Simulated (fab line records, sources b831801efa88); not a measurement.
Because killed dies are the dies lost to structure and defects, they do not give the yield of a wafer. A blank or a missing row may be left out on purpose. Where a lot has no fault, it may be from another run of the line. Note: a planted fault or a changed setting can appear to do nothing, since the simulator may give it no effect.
fab line records -- flow gf180mcu
record: lots: 11, wafers: 33, lastDay: 34
route steps=602 shown M4@459 MIM@504
lots that met no fault: taken from a fault-free run of the same line
startH: hours from the record's first day to the start of the lot's first wafer shown -- waitH: hours since the lot's step before -- " unchanged from the row above -- L1.1+2: a row that stands for several wafers -- - no value present, or no start provided -- * or withheld: withheld -- < > ~ a bound
route shown NAME@n: a module of which the file shows steps, and the number in the route of the first -- usual: mean and standard deviation over wafers with no fault -- same: alike in all rows -- chamber/n: place in a boat -- sites: per-site readings -- _std_site: how widely they spread, as a standard deviation -- _edge_site: mean of outer sites minus mean of inner sites -- radiusMm: how far each site lies from the wafer's centre -- mask NAME#n: copy n -- behind: tool/chamber where the wafer was last shaped -- hold: what put the lot on hold/how long, in hours/how the hold closed -- device: which transistor (n, p or np) failed to switch -- end of line: tests run on the same wafers once the route is complete -- a step given without rows: its recipe and nothing more -- killed: count of dies lost to structure and defects at first sort (not the wafer's yield) -- map: shows each die of a wafer: x if killed, . if not, _ if none is there
set.NAME: the setting the step ran with; set.NAME@STEP: the setting that earlier step ran with -- model.NAME: the simulator's own value behind a step, which no gauge read
the route's steps for a sample of lots (tables are steps, rows are wafers)
services: when a tool's chamber went out of use (startH, in hours from the record's first day, below 0 if earlier), for how many hours, and the reason
== steps ==
step: GF_M4_SPUTTER_03
recipe: material: Ti, targetThkNm: 10, substrateTempC: 300, chamberPressurePa: 0.3, powerW: 3000, timeS: 6.7
usual: throttleValvePct: 29.8/0.69
lot.wafer,tool,chamber,startH,waitH,throttleValvePct
L722.2,pvdSputter-01,-,521.95,0.0,28.6
L722.4,pvdSputter-01,-,521.95,0.0,29.8
L722.5,pvdSputter-01,-,521.95,0.0,29.2
L723.2,pvdSputter-02,-,522.74,0.0,29.7
L723.5,pvdSputter-02,-,522.74,0.0,29.4
L723.6,pvdSputter-02,-,522.74,0.0,30.5
L726.2,pvdSputter-02,-,598.50,0.0,29.5
L726.3,pvdSputter-02,-,598.50,0.0,29.3
L726.5,pvdSputter-02,-,598.50,0.0,29.3
L727.1,pvdSputter-02,-,601.30,0.0,29.8
L727.3,pvdSputter-02,-,601.30,0.0,30.3
L727.5,pvdSputter-02,-,601.30,0.0,29.7
L729.1,pvdSputter-02,-,605.99,0.0,29.7
L729.2,pvdSputter-02,-,605.99,0.0,30.5
L729.5,pvdSputter-02,-,605.99,0.0,29.9
L731.1,pvdSputter-01,-,609.10,0.0,30.0
L731.2,pvdSputter-01,-,609.10,0.0,28.9
L731.6,pvdSputter-01,-,609.10,0.0,29.7
L737.2,pvdSputter-02,-,657.42,0.0,29.4
L737.5,pvdSputter-02,-,657.42,0.0,29.4
L737.6,pvdSputter-02,-,657.42,0.0,29.7
L738.1,pvdSputter-01,-,666.80,0.0,30.0
L738.2,pvdSputter-01,-,666.80,0.0,28.8
L738.5,pvdSputter-01,-,666.80,0.0,28.7
L739.2,pvdSputter-02,-,679.54,0.0,29.8
L739.5,pvdSputter-02,-,679.54,0.0,29.5
L739.6,pvdSputter-02,-,679.54,0.0,29.3
L741.2,pvdSputter-02,-,687.18,0.0,29.2
L741.3,pvdSputter-02,-,687.18,0.0,29.3
L741.4,pvdSputter-02,-,687.18,0.0,30.6
L743.2,pvdSputter-02,-,697.75,0.0,29.5
L743.4,pvdSputter-02,-,697.75,0.0,29.3
L743.6,pvdSputter-02,-,697.75,0.0,29.6
step: GF_M4_RS_MEAS_05
recipe: thkMeasGauge: four-point-probe, reads: TiN_of_M4_SPUTTER_04+Ti_of_M4_SPUTTER_03+AlCu_of_M4_SPUTTER_02+TiN_of_M4_SPUTTER_01+Ti_of_M4_SPUTTER_00
usual: M4_ALCU_RS: 0.0689/0.00076
lot.wafer,tool,chamber,startH,waitH,M4_ALCU_RS[ohm/sq]
L722.2,filmMetro-01,-,522.03,0.0,0.0694
L722.4,filmMetro-01,-,522.03,0.0,0.0700
L722.5,filmMetro-01,-,522.03,0.0,0.0691
L723.2,filmMetro-01,-,522.82,0.0,0.0689
L723.5,filmMetro-01,-,522.82,0.0,0.0690
L723.6,filmMetro-01,-,522.82,0.0,0.0688
L726.2,filmMetro-02,-,598.58,0.0,0.0687
L726.3,filmMetro-02,-,598.58,0.0,0.0673
L726.5,filmMetro-02,-,598.58,0.0,0.0678
L727.1,filmMetro-01,-,601.36,0.0,0.0702
L727.3,filmMetro-01,-,601.36,0.0,0.0707
L727.5,filmMetro-01,-,601.36,0.0,0.0691
L729.1,filmMetro-01,-,606.05,0.0,0.0694
L729.2,filmMetro-01,-,606.05,0.0,0.0696
L729.5,filmMetro-01,-,606.05,0.0,0.0694
L731.1,filmMetro-01,-,609.16,0.0,0.0690
L731.2,filmMetro-01,-,609.16,0.0,0.0693
L731.6,filmMetro-01,-,609.16,0.0,0.0698
L737.2,filmMetro-03,-,657.50,0.0,0.0699
L737.5,filmMetro-03,-,657.50,0.0,0.0696
L737.6,filmMetro-03,-,657.50,0.0,0.0687
L738.1,filmMetro-01,-,666.86,0.0,0.0692
L738.2,filmMetro-01,-,666.86,0.0,0.0684
L738.5,filmMetro-01,-,666.86,0.0,0.0682
L739.2,filmMetro-03,-,679.62,0.0,0.0674
L739.5,filmMetro-03,-,679.62,0.0,0.0673
L739.6,filmMetro-03,-,679.62,0.0,0.0683
L741.2,filmMetro-01,-,687.26,0.0,0.0697
L741.3,filmMetro-01,-,687.26,0.0,0.0691
L741.4,filmMetro-01,-,687.26,0.0,0.0696
L743.2,filmMetro-03,-,697.83,0.0,0.0684
L743.4,filmMetro-03,-,697.83,0.0,0.0683
L743.6,filmMetro-03,-,697.83,0.0,0.0688
step: GF_MIM_SPUTTER_01
recipe: material: TiN, targetThkNm: 30, powerW: 6500, timeS: 25, chamberPressurePa: 0.4
usual: throttleValvePct: 29.8/0.65
lot.wafer,tool,chamber,startH,waitH,throttleValvePct
L722.2,pvdSputter-01,-,569.50,0.1,29.7
L722.4,pvdSputter-01,-,569.50,0.1,29.5
L722.5,pvdSputter-01,-,569.50,0.1,28.3
L723.2,pvdSputter-02,-,570.34,0.1,29.4
L723.5,pvdSputter-02,-,570.34,0.1,29.2
L723.6,pvdSputter-02,-,570.34,0.1,29.9
L726.2,pvdSputter-01,-,641.96,0.1,29.5
L726.3,pvdSputter-01,-,641.96,0.1,28.6
L726.5,pvdSputter-01,-,641.96,0.1,30.0
L727.1,pvdSputter-04,-,644.66,0.1,30.4
L727.3,pvdSputter-04,-,644.66,0.1,31.3
L727.5,pvdSputter-04,-,644.66,0.1,31.2
L729.1,pvdSputter-02,-,649.28,0.1,29.9
L729.2,pvdSputter-02,-,649.28,0.1,29.3
L729.5,pvdSputter-02,-,649.28,0.1,29.5
L731.1,pvdSputter-02,-,651.69,0.1,30.5
L731.2,pvdSputter-02,-,651.69,0.1,29.4
L731.6,pvdSputter-02,-,651.69,0.1,29.3
L737.2,pvdSputter-04,-,697.27,0.1,29.6
L737.5,pvdSputter-04,-,697.27,0.1,29.6
L737.6,pvdSputter-04,-,697.27,0.1,30.5
L738.1,pvdSputter-04,-,706.98,0.1,30.6
L738.2,pvdSputter-04,-,706.98,0.1,31.3
L738.5,pvdSputter-04,-,706.98,0.1,30.6
L739.2,pvdSputter-01,-,718.64,0.1,28.7
L739.5,pvdSputter-01,-,718.64,0.1,28.4
L739.6,pvdSputter-01,-,718.64,0.1,29.7
L741.2,pvdSputter-02,-,726.06,0.1,29.6
L741.3,pvdSputter-02,-,726.06,0.1,30.7
L741.4,pvdSputter-02,-,726.06,0.1,29.6
L743.2,pvdSputter-01,-,736.24,0.1,28.7
L743.4,pvdSputter-01,-,736.24,0.1,28.6
L743.6,pvdSputter-01,-,736.24,0.1,29.2
step: GF_MIM_COAT_14
recipe: resist: NOVOLAK, spinRpm: 3000, resistThkNm: 1000
usual: exhaustPa: 44.9/0.79, spinSpeedRpm: 2999.8/2.2
lot.wafer,tool,chamber,startH,waitH,exhaustPa,spinSpeedRpm
L722.2,lithoTrack-01,0,579.89,0.1,45.2,3002.5
L722.4,lithoTrack-01,0,579.89,0.1,44.8,2999.7
L722.5,lithoTrack-01,0,579.89,0.1,45.3,2996.6
L723.2,lithoTrack-04,0,580.51,0.1,44.3,2999.6
L723.5,lithoTrack-04,0,580.51,0.1,44.2,2998.6
L723.6,lithoTrack-04,0,580.51,0.1,45.8,3002.0
L726.2,lithoTrack-02,0,651.47,0.1,44.6,2999.1
L726.3,lithoTrack-02,0,651.47,0.1,44.8,3002.9
L726.5,lithoTrack-02,0,651.47,0.1,44.3,2996.8
L727.1,lithoTrack-04,0,654.08,0.1,45.1,3001.7
L727.3,lithoTrack-04,0,654.08,0.1,44.8,3000.3
L727.5,lithoTrack-04,0,654.08,0.1,44.7,2998.7
L729.1,lithoTrack-04,0,658.53,0.1,46.0,3000.7
L729.2,lithoTrack-04,0,658.53,0.1,45.4,2999.4
L729.5,lithoTrack-04,0,658.53,0.1,46.8,2999.8
L731.1,lithoTrack-04,0,660.98,0.1,45.0,2999.0
L731.2,lithoTrack-04,0,660.98,0.1,45.5,2998.3
L731.6,lithoTrack-04,0,660.98,0.1,44.9,3001.4
L737.2,lithoTrack-02,0,706.32,0.1,44.2,2998.6
L737.5,lithoTrack-02,0,706.32,0.1,45.3,2997.2
L737.6,lithoTrack-02,0,706.32,0.1,46.4,3001.4
L738.1,lithoTrack-01,0,715.97,0.1,44.8,3002.8
L738.2,lithoTrack-01,0,715.97,0.1,45.4,3002.1
L738.5,lithoTrack-01,0,715.97,0.1,45.9,3001.9
L739.2,lithoTrack-02,0,727.32,0.1,44.3,2999.4
L739.5,lithoTrack-02,0,727.32,0.1,45.2,2998.4
L739.6,lithoTrack-02,0,727.32,0.1,43.3,3001.1
L741.2,lithoTrack-01,0,734.79,0.1,44.1,2999.1
L741.3,lithoTrack-01,0,734.79,0.1,43.9,3001.2
L741.4,lithoTrack-01,0,734.79,0.1,44.5,3002.2
L743.2,lithoTrack-02,0,745.37,0.1,46.3,2999.5
L743.4,lithoTrack-02,0,745.37,0.1,44.4,3000.1
L743.6,lithoTrack-02,0,745.37,0.1,43.8,3000.0
step: GF_MIM_STRIP_20
recipe: chemistry: O2/N2, powerW: 1400, pressureMtorr: 1500, platenTempC: 250, o2FlowSccm: 3000, n2FlowSccm: 300, overashFraction: 0.5
usual: chamberPressureMTorr: 1499.9/1.4, drypumpMotorCurrentA: 5.74/0.3, heaterPowerW: 296/33, oesProductAu: 0.692/0.0046, stripTimeToEndpointS: 11.23/0.043
lot.wafer,tool,chamber,startH,waitH,chamberPressureMTorr,drypumpMotorCurrentA,heaterPowerW,oesProductAu,rfHoursCounterH,stripTimeToEndpointS
L722.2,plasmaAsher-02,1,590.32,0.0,1502.6,6.15,332,0.685,106,11.20
L722.4,plasmaAsher-02,1,590.32,0.0,1502.6,6.14,342,0.703,-,11.26
L722.5,plasmaAsher-02,1,590.32,0.0,1500.1,6.13,324,0.687,-,11.22
L723.2,plasmaAsher-01,0,591.09,0.0,1499.1,5.34,347,0.690,46,11.26
L723.5,plasmaAsher-01,1,591.09,0.0,1499.3,5.99,301,0.695,-,11.29
L723.6,plasmaAsher-01,0,591.09,0.0,1500.7,5.36,344,0.698,-,11.29
L726.2,plasmaAsher-03,0,660.99,0.0,1501.0,5.76,252,0.693,78,11.16
L726.3,plasmaAsher-03,1,660.99,0.0,1501.7,5.36,260,0.693,-,11.17
L726.5,plasmaAsher-03,1,660.99,0.0,1499.9,5.39,263,0.688,-,11.18
L727.1,plasmaAsher-02,1,663.50,0.0,1501.1,6.11,336,0.693,115,11.24
L727.3,plasmaAsher-02,1,663.50,0.0,1498.6,6.14,331,0.689,-,11.20
L727.5,plasmaAsher-02,0,663.50,0.0,1500.3,5.85,297,0.695,-,11.19
L729.1,plasmaAsher-01,1,668.30,0.0,1499.0,6.02,302,0.641,54,10.10
L729.2,plasmaAsher-01,0,668.30,0.0,1501.4,5.37,341,0.693,54,11.25
L729.5,plasmaAsher-01,0,668.30,0.0,1499.4,5.38,337,0.693,-,11.27
L731.1,plasmaAsher-01,0,670.24,0.0,1499.2,5.37,335,0.644,54,10.12
L731.2,plasmaAsher-01,1,670.24,0.0,1500.6,6.00,302,0.694,54,11.22
L731.6,plasmaAsher-01,0,670.24,0.0,1500.1,5.40,344,0.645,-,10.08
L737.2,plasmaAsher-03,1,715.04,0.0,1500.0,5.37,262,0.697,83,11.24
L737.5,plasmaAsher-03,1,715.04,0.0,1498.1,5.36,260,0.688,-,11.24
L737.6,plasmaAsher-03,0,715.04,0.0,1502.0,5.82,251,0.695,-,11.22
L738.1,plasmaAsher-03,0,725.49,0.1,1501.1,5.80,259,0.705,84,11.31
L738.2,plasmaAsher-03,1,725.49,0.1,1501.5,5.37,258,0.687,84,11.29
L738.5,plasmaAsher-03,0,725.49,0.1,1500.2,5.83,257,0.692,-,11.26
L739.2,plasmaAsher-01,1,736.46,0.1,1499.3,6.01,298,0.695,61,11.26
L739.5,plasmaAsher-01,1,736.46,0.1,1499.3,6.02,298,0.685,-,11.21
L739.6,plasmaAsher-01,0,736.46,0.1,1499.9,5.34,334,0.694,-,11.28
L741.2,plasmaAsher-03,0,744.35,0.0,1498.7,5.81,262,0.691,85,11.20
L741.3,plasmaAsher-03,0,744.35,0.0,1500.7,5.80,260,0.690,-,11.16
L741.4,plasmaAsher-03,1,744.35,0.0,1500.8,5.40,260,0.695,-,11.16
L743.2,plasmaAsher-02,0,753.98,0.1,1499.9,5.87,290,0.698,1,11.30
L743.4,plasmaAsher-02,0,753.98,0.1,1501.2,5.84,289,0.703,-,11.34
L743.6,plasmaAsher-02,1,753.98,0.1,1500.7,6.13,345,0.691,-,11.28
== services ==
tool,chamber,startH,hours,kind
plasmaAsher-01,-,532.21,2.8,pm
pvdSputter-01,2,549.73,-,consumableReplace:kit
pvdSputter-01,2,549.73,18.0,scheduledDown
pvdSputter-01,2,549.73,18.0,ventCycle
pvdSputter-01,-,553.23,11.6,repair
plasmaAsher-01,-,572.68,15.6,pm
pvdSputter-02,-,592.84,4.5,repair
plasmaAsher-03,-,600.40,13.9,repair
pvdSputter-02,3,604.75,-,consumableReplace:kit
pvdSputter-02,3,604.75,18.0,scheduledDown
pvdSputter-02,3,604.75,18.0,ventCycle
plasmaAsher-01,-,640.67,0.9,repair
pvdSputter-02,-,644.05,0.9,repair
pvdSputter-01,-,708.75,1.3,repair
pvdSputter-01,-,710.90,3.5,repair
plasmaAsher-03,-,728.82,14.6,pm
plasmaAsher-02,-,733.75,9.0,pm
pvdSputter-01,1,735.01,-,consumableReplace:kit
pvdSputter-01,1,735.01,18.0,scheduledDown
pvdSputter-04,-,747.17,0.8,repair
pvdSputter-02,2,747.34,-,consumableReplace:kit
pvdSputter-02,2,747.34,18.0,scheduledDown
pvdSputter-02,2,747.34,18.0,ventCycle
plasmaAsher-03,-,750.63,1.0,repair
== key ==
firstSign: step: GF_MIM_STRIP_20, reading: stripTimeToEndpointS, direction: down, sigmas: 26, usual: *, struck: *
effect: step: GF_MIM_STRIP_20, reading: oesProductAu, direction: down, sigmas: 11, usual: 0.692, struck: 0.643
metAt GF_MIM_COAT_14
struckLots L729,L731
struckWafers L729.1,L731.1,L731.6
notActingAt GF_M4_SPUTTER_03,GF_M4_RS_MEAS_05,GF_MIM_SPUTTER_01
onsetBetween 654.08 658.53
fault: kind: processParameterDrift, tool: lithoTrack-04, chamber: -, onsetH: 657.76, steps: GF_MIM_COAT_14, channel: resistThkNm, offset: *, shape: step, endH: 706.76, scope: struckWafersOnly, actsIn: *, stated: *
